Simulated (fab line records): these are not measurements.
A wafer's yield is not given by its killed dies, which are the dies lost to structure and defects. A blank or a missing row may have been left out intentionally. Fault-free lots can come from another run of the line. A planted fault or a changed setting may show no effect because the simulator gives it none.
fab line records	flow sfqLine
[record] lots = 7	wafers = 21	lastDay = 80
route steps=325 shown M7@285 I7@296
lots with no fault: from the same line, run without faults
startH: hours from the record's opening day to when the first of the lot's shown wafers began	waitH: hours from the lot's prior step to this one	" unchanged from the row above	L1.1+2: one row covering several wafers at once	- either no value or no given start	* or withheld: withheld	< > ~ a bound
route shown NAME@n: a module of which the file shows steps, and the number in the route of the first	usual: average and standard deviation across the fault-free wafers	same: alike in all rows	chamber/n: place in a boat	sites: the reading at each site	_std_site: standard deviation across them	_edge_site: mean of outer sites minus mean of inner sites	radiusMm: for every site, how far away it sits from the centre of the wafer	mask NAME#n: copy n	behind: the most recent tool/chamber to have shaped the wafer	hold: the reason the lot was held/the length of the hold in hours/how it ended	device: whichever transistor did not switch (one of n, p or np)	end of line: the same wafers' tests at the end of the route	a step with no rows: only its recipe	killed: count of dies lost to structure and defects at first sort (not the wafer's yield)	map: dies across one wafer; x = killed, . = not, _ = none there
set.NAME: the setting the step ran with; set.NAME@STEP: the setting that earlier step ran with	model.NAME: the simulator's own value behind a step, which no gauge read
lots seen at some steps along the route; tables by step, rows by wafer
services: the hour from which a tool's chamber was out of use, counted from the record's first day as startH (under 0 if before that day), plus the number of hours and why
[[steps]]
[step SFQ_TRILAYER_M7_LITHO_COAT_182]
[recipe] resist = BARC	spinRpm = 3000	resistThkNm = 62
[step SFQ_TRILAYER_M7_LITHO_COAT_177]
[recipe] resist = KrF	spinRpm = 3000	resistThkNm = 600
[step SFQ_TRILAYER_M7_LITHO_SOFTBAKE_181]
[recipe] tempC = withheld	timeS = withheld	resist = KrF
[step SFQ_TRILAYER_M7_LITHO_EXPOSE_178]
[recipe] maskId = M7	na = 0.6	sourceShape = conventional	sigmaOuter = 0.65	targetCdNm = 500	doseMj = 14.4
[step SFQ_TRILAYER_M7_LITHO_PEB_180]
[recipe] pebTempC = 115	pebTimeS = 60	resist = KrF
[step SFQ_TRILAYER_M7_LITHO_DEVELOP_179]
[recipe] timeS = 60	resist = KrF
[step SFQ_M7_OVL_MEAS_945]
[usual] M7_OVL = 0/7
lot.wafer	tool	chamber	startH	waitH	M7_OVL[nm]
L903.1	overlay-01	-	1578.22	0.1	9
L903.4	"	-	"	"	6
L903.6	"	-	"	"	5
L904.1	overlay-01	-	1585.42	0.1	4
L904.2	"	-	"	"	3
L904.3	"	-	"	"	4
L909.2	overlay-01	-	1621.40	0.1	-1
L909.5	"	-	"	"	4
L909.6	"	-	"	"	-1
L910.2	overlay-01	-	1622.60	0.1	14
L910.3	"	-	"	"	7
L910.6	"	-	"	"	10
L913.3	overlay-01	-	1629.80	0.1	10
L913.4	"	-	"	"	9
L913.5	"	-	"	"	7
L919.1	overlay-01	-	1775.94	0.1	-2
L919.3	"	-	"	"	-2
L919.6	"	-	"	"	-6
L920.4	overlay-01	-	1778.36	0.1	5
L920.5	"	-	"	"	7
L920.6	"	-	"	"	2
[step SFQ_TRILAYER_M7_BARC_OPEN_METAL_ETCH_229]
[recipe] maskMaterial = PR	chemistry = O2	targetDepthNm = 125	target = BARC	icpW = 600	biasW = 80	pressureMtorr = 10	timeS = 41.7
[usual] drypumpMotorCurrentA = 5.9/0.46	oesProductAu = 0.685/0.0043
lot.wafer	tool	chamber	startH	waitH	drypumpMotorCurrentA	oesProductAu	rfHoursCounterH
L903.1	rieMetal-04	1	1578.26	0.0	5.7	0.687	94
L903.4	"	1	"	"	5.7	0.681	-
L903.6	"	0	"	"	6.3	0.684	-
L904.1	rieMetal-03	0	1585.46	0.0	5.6	0.681	105
L904.2	"	1	"	"	6.3	0.693	68
L904.3	"	1	"	"	6.3	0.686	-
L909.2	rieMetal-02	1	1621.43	0.0	5.2	0.681	77
L909.5	"	0	"	"	6.5	0.687	-
L909.6	"	1	"	"	5.2	0.686	-
L910.2	rieMetal-03	0	1622.63	0.0	5.5	0.691	110
L910.3	"	1	"	"	6.3	0.688	-
L910.6	"	1	"	"	6.3	0.684	-
L913.3	rieMetal-03	1	1629.85	0.0	6.3	0.681	-
L913.4	"	0	"	"	5.5	0.691	-
L913.5	"	1	"	"	6.3	0.680	-
L919.1	rieMetal-02	0	1775.98	0.0	6.5	0.683	68
L919.3	"	0	"	"	6.5	0.682	-
L919.6	"	0	"	"	6.5	0.687	-
L920.4	rieMetal-02	0	1778.40	0.0	6.5	0.690	-
L920.5	"	0	"	"	6.5	0.687	-
L920.6	"	1	"	"	5.2	0.688	-
[step SFQ_TRILAYER_M7_ETCH_METAL_ETCH_180]
[recipe] target = Nb	stopOn = SiO2	maskMaterial = PR	chemistry = Cl2/Ar	targetDepthNm = 240	icpW = 600	biasW = 80	pressureMtorr = 10	timeS = 120
[step SFQ_TRILAYER_M7_STRIP_STRIP_181]
[recipe] gas = O2	powerW = 200	platenTempC = 40	overashFraction = 0.65	chemistry = O2	pressureMtorr = 50
[usual] drypumpMotorCurrentA = 5.9/0.46	oesProductAu = 1.005/0.0089
lot.wafer	tool	chamber	startH	waitH	drypumpMotorCurrentA	oesProductAu	rfHoursCounterH
L903.1	rieMetal-04	1	1578.44	0.1	5.7	0.994	94
L903.4	"	1	"	"	5.7	0.995	-
L903.6	"	0	"	"	6.3	1.005	-
L904.1	rieMetal-03	0	1585.64	0.1	5.6	1.004	105
L904.2	"	1	"	"	6.3	1.014	69
L904.3	"	1	"	"	6.3	1.010	-
L909.2	rieMetal-02	1	1621.61	0.1	5.2	1.005	77
L909.5	"	0	"	"	6.5	1.014	-
L909.6	"	1	"	"	5.2	1.013	-
L910.2	rieMetal-03	0	1622.81	0.1	5.6	1.002	110
L910.3	"	1	"	"	6.3	1.010	-
L910.6	"	1	"	"	6.3	1.020	-
L913.3	rieMetal-03	1	1630.21	0.2	6.3	1.012	-
L913.4	"	0	"	"	5.6	1.002	-
L913.5	"	1	"	"	6.3	1.014	-
L919.1	rieMetal-02	0	1776.16	0.1	6.5	1.005	68
L919.3	"	0	"	"	6.5	0.997	-
L919.6	"	0	"	"	6.5	0.997	-
L920.4	rieMetal-02	0	1778.76	0.2	6.5	1.017	-
L920.5	"	0	"	"	6.5	1.018	-
L920.6	"	1	"	"	5.2	1.009	-
[step SFQ_TRILAYER_M7_STRIP_SOLV_CLEAN_182]
[recipe] chemistry = NMP	tempC = 70	timeS = 600
[step SFQ_TRILAYER_I7_DEP_PECVD_183]
[recipe] material = SiO2	tempC = 150	timeS = 111.11	pressureTorr = 2.4	rfW = 183.3	precursor = SiH4/N2O	targetThkNm = 500
[usual] heaterPowerW = 83/9.9	throttleValvePct = 25.0/1.4
lot.wafer	tool	chamber	startH	waitH	heaterPowerW	throttleValvePct
L903.1	pecvd-01	2	1579.23	0.0	86	27.0
L903.4	"	2	"	"	91	27.1
L903.6	"	2	"	"	73	26.8
L904.1	pecvd-01	2	1586.42	0.0	79	27.1
L904.2	"	1	"	"	94	25.1
L904.3	"	2	"	"	81	27.2
L909.2	pecvd-01	0	1622.39	0.0	74	24.9
L909.5	"	2	"	"	86	26.8
L909.6	"	1	"	"	94	25.1
L910.2	pecvd-02	1	1623.59	0.0	84	24.3
L910.3	"	2	"	"	65	25.5
L910.6	"	0	"	"	87	26.8
L913.3	pecvd-01	1	1630.79	0.0	79	25.4
L913.4	"	0	"	"	77	25.2
L913.5	"	1	"	"	86	25.2
L919.1	pecvd-01	2	1776.94	0.0	84	23.9
L919.3	"	1	"	"	95	22.3
L919.6	"	1	"	"	100	22.5
L920.4	pecvd-02	2	1779.38	0.0	57	26.1
L920.5	"	1	"	"	85	24.7
L920.6	"	0	"	"	92	27.9
[step SFQ_TRILAYER_I7_CMP_CMP_184]
[recipe] material = SiO2	downForcePsi = 3	platenRpm = 60	padVelocityMS = 0.94248
[usual] motorCurrentA = 10.3/0.84	platenRpm = 60.00/0.039	timeToEndpointS = 216/7.2
lot.wafer	tool	chamber	startH	waitH	motorCurrentA	platenRpm	timeToEndpointS	model.SiO2_of_TRILAYER_I7_DEP_PECVD_183.thkNm
L903.4	cmp-01	2	1579.35	0.0	9.9	60.03	206	199.1
L903.1	"	3	"	"	10.7	59.93	213	200.2
L903.6	"	3	1581.85	2.5	11.4	59.98	221	201.4
L904.3	cmp-02	3	1586.54	0.0	9.6	60.02	210	199.4
L904.2	"	0	"	"	11.1	59.99	215	199.3
L904.1	"	1	"	"	8.6	60.01	216	200.4
L909.2	cmp-01	0	1628.32	5.9	11.3	59.97	208	220.8
L909.6	"	1	"	"	11.4	59.99	209	221.4
L909.5	"	2	"	"	10.1	60.05	206	219.9
L910.3	cmp-01	2	1630.32	6.7	9.9	60.01	188	219.1
L910.2	"	3	"	"	11.0	60.04	194	219.8
L910.6	"	2	1632.32	8.7	10.1	60.01	196	219.5
L913.3	cmp-01	1	1638.82	8.0	11.5	59.96	207	220.7
L913.4	"	3	1639.82	9.0	10.8	59.93	220	221.3
L913.5	"	1	1640.82	10.0	11.1	59.99	214	219.9
L919.1	cmp-02	2	1783.27	6.3	10.1	60.07	211	201.1
L919.3	"	3	"	"	10.1	60.00	214	199.5
L919.6	"	0	"	"	11.1	59.98	218	200.1
L920.4	cmp-02	0	1785.77	6.3	11.0	60.03	224	200.1
L920.5	"	3	1787.27	7.8	10.0	60.04	215	199.5
L920.6	"	0	"	"	10.5	60.01	220	199.4
[step SFQ_I7_BOW_MEAS_946]
[recipe] mode = bow
[usual] I7_BOW = 5/11
lot.wafer	tool	chamber	startH	waitH	I7_BOW[um]
L903.1	filmMetro-03	-	1582.35	2.0	8
L903.4	"	-	"	"	0
L903.6	"	-	"	"	-1
L904.1	filmMetro-04	-	1589.54	1.5	17
L904.2	"	-	"	"	13
L904.3	"	-	"	"	10
L909.2	filmMetro-04	-	1629.84	1.0	23
L909.5	"	-	"	"	33
L909.6	"	-	"	"	24
L909.2	filmMetro-04	-	1631.16	1.3	-
L909.5	"	-	"	"	-
L909.6	"	-	"	"	-
L910.2	filmMetro-02	-	1632.84	1.5	16
L910.3	"	-	"	"	15
L910.6	"	-	"	"	4
L910.2	filmMetro-02	-	1634.16	1.3	-
L910.3	"	-	"	"	-
L910.6	"	-	"	"	-
L913.3	filmMetro-02	-	1641.86	2.5	19
L913.4	"	-	"	"	19
L913.5	"	-	"	"	12
L913.3	filmMetro-02	-	1643.18	1.3	-
L913.4	"	-	"	"	-
L913.5	"	-	"	"	-
L919.1	filmMetro-03	-	1785.27	1.5	19
L919.3	"	-	"	"	10
L919.6	"	-	"	"	20
L920.4	filmMetro-03	-	1788.33	2.1	-9
L920.5	"	-	"	"	-4
L920.6	"	-	"	"	-11
[step SFQ_TRILAYER_I7_METRO_MEASURE_185]
[usual] thkNm = 200.0/0.89
lot.wafer	tool	chamber	startH	waitH	thkNm
L903.1	filmMetro-03	-	1582.47	0.1	200.2
L903.4	"	-	"	"	199.1
L903.6	"	-	"	"	201.6
L904.1	filmMetro-04	-	1589.66	0.1	200.2
L904.2	"	-	"	"	199.1
L904.3	"	-	"	"	199.4
L909.2	filmMetro-04	-	1636.39	5.2	220.7
L909.5	"	-	"	"	219.9
L909.6	"	-	"	"	221.5
L909.2	filmMetro-04	-	1638.44	1.8	220.9
L909.5	"	-	"	"	219.6
L909.6	"	-	"	"	221.5
L910.2	filmMetro-02	-	1637.53	3.3	219.8
L910.3	"	-	"	"	219.2
L910.6	"	-	"	"	219.5
L910.2	filmMetro-02	-	1638.89	1.2	219.8
L910.3	"	-	"	"	219.2
L910.6	"	-	"	"	219.6
L913.3	filmMetro-02	-	1646.37	3.2	220.8
L913.4	"	-	"	"	221.1
L913.5	"	-	"	"	219.9
L913.3	filmMetro-02	-	1647.74	1.2	220.6
L913.4	"	-	"	"	221.4
L913.5	"	-	"	"	219.9
L919.1	filmMetro-03	-	1785.39	0.1	201.0
L919.3	"	-	"	"	199.6
L919.6	"	-	"	"	200.3
L920.4	filmMetro-03	-	1788.99	0.6	200.0
L920.5	"	-	"	"	199.3
L920.6	"	-	"	"	199.3
[step SFQ_TRILAYER_I7_VIA_LITHO_COAT_192]
[recipe] resist = BARC	spinRpm = 3000	resistThkNm = 62
[step SFQ_TRILAYER_I7_VIA_LITHO_COAT_187]
[recipe] resist = KrF	spinRpm = 3000	resistThkNm = 650
[step SFQ_TRILAYER_I7_VIA_LITHO_SOFTBAKE_191]
[recipe] tempC = withheld	timeS = withheld	resist = KrF
[step SFQ_TRILAYER_I7_VIA_LITHO_EXPOSE_188]
[recipe] maskId = I7	na = 0.6	sourceShape = conventional	sigmaOuter = 0.65	targetCdNm = 1000	doseMj = 21.3
[step SFQ_TRILAYER_I7_VIA_LITHO_PEB_190]
[recipe] pebTempC = 115	pebTimeS = 60	resist = KrF
[step SFQ_TRILAYER_I7_VIA_LITHO_DEVELOP_189]
[recipe] timeS = 60	resist = KrF
[step SFQ_I7_OVL_MEAS_947]
[usual] I7_OVL = 2/4.5
lot.wafer	tool	chamber	startH	waitH	I7_OVL[nm]
L903.1	overlay-02	-	1587.62	0.1	-11
L903.4	"	-	"	"	-5
L903.6	"	-	"	"	-7
L904.1	overlay-02	-	1593.11	0.1	9
L904.2	"	-	"	"	-3
L904.3	"	-	"	"	5
L909.2	overlay-01	-	1698.42	0.1	4
L909.5	"	-	"	"	9
L909.6	"	-	"	"	2
L910.2	overlay-02	-	1703.65	0.1	2
L910.3	"	-	"	"	-3
L910.6	"	-	"	"	5
L913.3	overlay-01	-	1714.33	0.1	5
L913.4	"	-	"	"	-1
L913.5	"	-	"	"	-2
L919.1	overlay-02	-	1854.10	0.1	1
L919.3	"	-	"	"	6
L919.6	"	-	"	"	2
L920.4	overlay-02	-	1857.72	0.1	6
L920.5	"	-	"	"	12
L920.6	"	-	"	"	9
[step SFQ_TRILAYER_I7_VIA_BARC_OPEN_VIA_ETCH_260]
[recipe] maskMaterial = PR	chemistry = O2	targetDepthNm = 125	target = BARC	sourceW = 500	biasW = 80	pressureMtorr = 30	timeS = 41.7
[usual] drypumpMotorCurrentA = 5.8/0.49	oesProductAu = 0.686/0.0047
lot.wafer	tool	chamber	startH	waitH	drypumpMotorCurrentA	oesProductAu	rfHoursCounterH
L903.1	rieDiel-02	0	1587.66	0.0	6.5	0.688	10
L903.4	"	2	"	"	5.4	0.685	-
L903.6	"	1	"	"	5.4	0.676	-
L904.1	rieDiel-03	0	1593.14	0.0	6.4	0.685	9
L904.2	"	1	"	"	5.6	0.682	0
L904.3	"	3	"	"	5.0	0.692	18
L909.2	rieDiel-04	1	1698.45	0.0	5.3	0.686	19
L909.5	"	2	"	"	6.1	0.687	-
L909.6	"	3	"	"	5.5	0.685	-
L910.2	rieDiel-03	0	1703.68	0.0	6.5	0.685	11
L910.3	"	1	"	"	5.6	0.686	2
L910.6	"	1	"	"	5.6	0.687	-
L913.3	rieDiel-03	2	1714.35	0.0	6.3	0.692	21
L913.4	"	1	"	"	5.6	0.682	2
L913.5	"	0	"	"	6.5	0.689	-
L919.1	rieDiel-03	2	1854.14	0.0	6.3	0.690	0
L919.3	"	0	"	"	6.4	0.686	14
L919.6	"	2	"	"	6.3	0.688	-
L920.4	rieDiel-02	2	1857.74	0.0	5.4	0.693	1
L920.5	"	1	"	"	5.4	0.686	-
L920.6	"	2	"	"	5.4	0.685	-
[step SFQ_TRILAYER_I7_VIA_ETCH_VIA_ETCH_190]
[recipe] target = SiO2	stopOn = Nb	maskMaterial = PR	taperDeg = 20	chemistry = CHF3	targetDepthNm = 260	sourceW = 500	biasW = 80	pressureMtorr = 30	timeS = withheld
[usual] drypumpMotorCurrentA = 5.8/0.49	oesProductAu = 0.854/0.005
lot.wafer	tool	chamber	startH	waitH	drypumpMotorCurrentA	oesProductAu	model.I7.featureDepthNm	model.etch.depthNm
L903.1	rieDiel-02	0	1587.70	0.0	6.4	0.863	200.2	200.2
L903.4	"	2	"	"	5.4	0.852	199.1	199.1
L903.6	"	1	"	"	5.4	0.850	201.4	201.4
L904.1	rieDiel-03	0	1593.18	0.0	6.4	0.858	200.4	200.4
L904.2	"	1	"	"	5.5	0.851	199.3	199.3
L904.3	"	3	"	"	5.0	0.848	199.4	199.4
L909.2	rieDiel-04	1	1698.49	0.0	5.4	0.907	220.8	220.8
L909.5	"	2	"	"	6.1	0.907	219.9	219.9
L909.6	"	3	"	"	5.6	0.903	221.5	221.4
L910.2	rieDiel-03	0	1703.72	0.0	6.4	0.897	219.8	219.8
L910.3	"	1	"	"	5.5	0.895	219.1	219.1
L910.6	"	1	"	"	5.6	0.909	219.5	219.5
L913.3	rieDiel-03	2	1714.39	0.0	6.3	0.901	220.7	220.7
L913.4	"	1	"	"	5.6	0.900	221.3	221.3
L913.5	"	0	"	"	6.5	0.902	219.9	219.9
L919.1	rieDiel-03	2	1854.18	0.0	6.3	0.856	201.1	201.1
L919.3	"	0	"	"	6.4	0.850	199.5	199.5
L919.6	"	2	"	"	6.3	0.855	200.1	200.1
L920.4	rieDiel-02	2	1857.78	0.0	5.4	0.857	200.1	200.1
L920.5	"	1	"	"	5.4	0.853	199.5	199.5
L920.6	"	2	"	"	5.4	0.855	199.4	199.4
[step SFQ_TRILAYER_I7_VIA_STRIP_STRIP_191]
[recipe] gas = O2	powerW = 200	platenTempC = 40	overashFraction = 0.65	chemistry = O2	pressureMtorr = 50
[usual] drypumpMotorCurrentA = 6.0/0.39	oesProductAu = 1.007/0.009
lot.wafer	tool	chamber	startH	waitH	drypumpMotorCurrentA	oesProductAu	rfHoursCounterH
L903.1	rieMetal-02	0	1587.81	-	6.5	1.015	37
L903.4	"	0	"	"	6.5	1.014	-
L903.6	"	0	"	"	6.5	1.019	-
L904.1	rieMetal-01	0	1593.30	-	5.8	1.016	93
L904.2	"	1	"	"	5.7	0.997	122
L904.3	"	0	"	"	5.8	1.016	-
L909.2	rieMetal-02	1	1698.61	-	5.2	1.008	91
L909.5	"	0	"	"	6.5	1.016	-
L909.6	"	1	"	"	5.2	1.015	-
L910.2	rieMetal-03	1	1704.03	-	6.3	1.025	-
L910.3	"	1	"	"	6.3	1.012	-
L910.6	"	1	"	"	6.3	1.012	-
L913.3	rieMetal-03	0	1714.71	-	5.5	0.993	-
L913.4	"	1	"	"	6.3	1.014	-
L913.5	"	1	"	"	6.3	1.017	-
L919.1	rieMetal-03	1	1854.29	-	6.3	1.008	114
L919.3	"	1	"	"	6.3	1.017	-
L919.6	"	1	"	"	6.3	1.025	-
L920.4	rieMetal-01	0	1858.09	-	5.8	1.008	-
L920.5	"	0	"	"	5.8	1.007	-
L920.6	"	1	"	"	5.7	1.001	-
[[services]]
tool	chamber	startH	hours	kind
pecvd-01	0	1575.88	27.7	repair
rieDiel-02	3	1586.30	6.0	repair
pecvd-01	2	1587.10	12.7	repair
pecvd-01	1	1588.89	13.3	repair
rieDiel-02	1	1595.10	4.3	repair
rieMetal-02	-	1603.00	3.8	repair
filmMetro-02	-	1606.69	0.5	pm
rieMetal-02	-	1624.61	2.8	pm
filmMetro-02	-	1640.39	0.8	pm
rieMetal-03	-	1649.64	4.3	pm
rieMetal-03	0	1660.05	4.1	repair
rieDiel-03	2	1678.60	7.3	repair
rieDiel-03	-	1681.69	0.1	repair
pecvd-01	-	1686.25	14.0	pm
rieMetal-02	1	1699.75	17.9	repair
rieMetal-03	0	1702.99	9.1	repair
pecvd-01	-	1708.06	0.9	repair
rieMetal-03	-	1709.06	2.0	repair
rieMetal-03	-	1758.80	0.3	repair
pecvd-01	0	1773.93	100.2	repair
rieMetal-02	-	1790.84	0.2	repair
pecvd-01	1	1824.85	4.0	repair
rieDiel-03	3	1845.05	5.3	repair
pecvd-01	2	1855.06	5.4	repair
[[key]]
[firstSign] step = SFQ_TRILAYER_I7_CMP_CMP_184	reading = timeToEndpointS	direction = down	sigmas = 1.5	usual = *	struck = *	wafersMoved = 7
[effect] step = SFQ_I7_BOW_MEAS_946	reading = visit	direction = added
[effect] step = SFQ_TRILAYER_I7_METRO_MEASURE_185	reading = visit	direction = added
[effect] step = SFQ_TRILAYER_I7_METRO_MEASURE_185	reading = thkNm	direction = up	sigmas = 23	usual = 200.0	struck = 220.3
[effect] step = SFQ_TRILAYER_I7_VIA_ETCH_VIA_ETCH_190	reading = oesProductAu	direction = up	sigmas = 9.6	usual = 0.854	struck = 0.902
[modelEffect] step = SFQ_TRILAYER_I7_CMP_CMP_184	value = SiO2_of_TRILAYER_I7_DEP_PECVD_183.thkNm	without = 200.3	struck = 220.3
[modelEffect] step = SFQ_TRILAYER_I7_VIA_ETCH_VIA_ETCH_190	value = I7.featureDepthNm	without = 200.3	struck = 220.3
metAt SFQ_TRILAYER_I7_CMP_CMP_184
struckWafers L909.2,L909.5,L909.6,L910.2,L910.3,L910.6,L913.3,L913.4,L913.5
onsetBetween 1579.35 1628.32
[fault] kind = processParameterDrift	tool = cmp-01	chamber = -	onsetH = 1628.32	steps = SFQ_TRILAYER_I7_CMP_CMP_184	channel = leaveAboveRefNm	offset = 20	shape = step	endH = 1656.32	actsIn = theseRecipesOnly	stated = 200
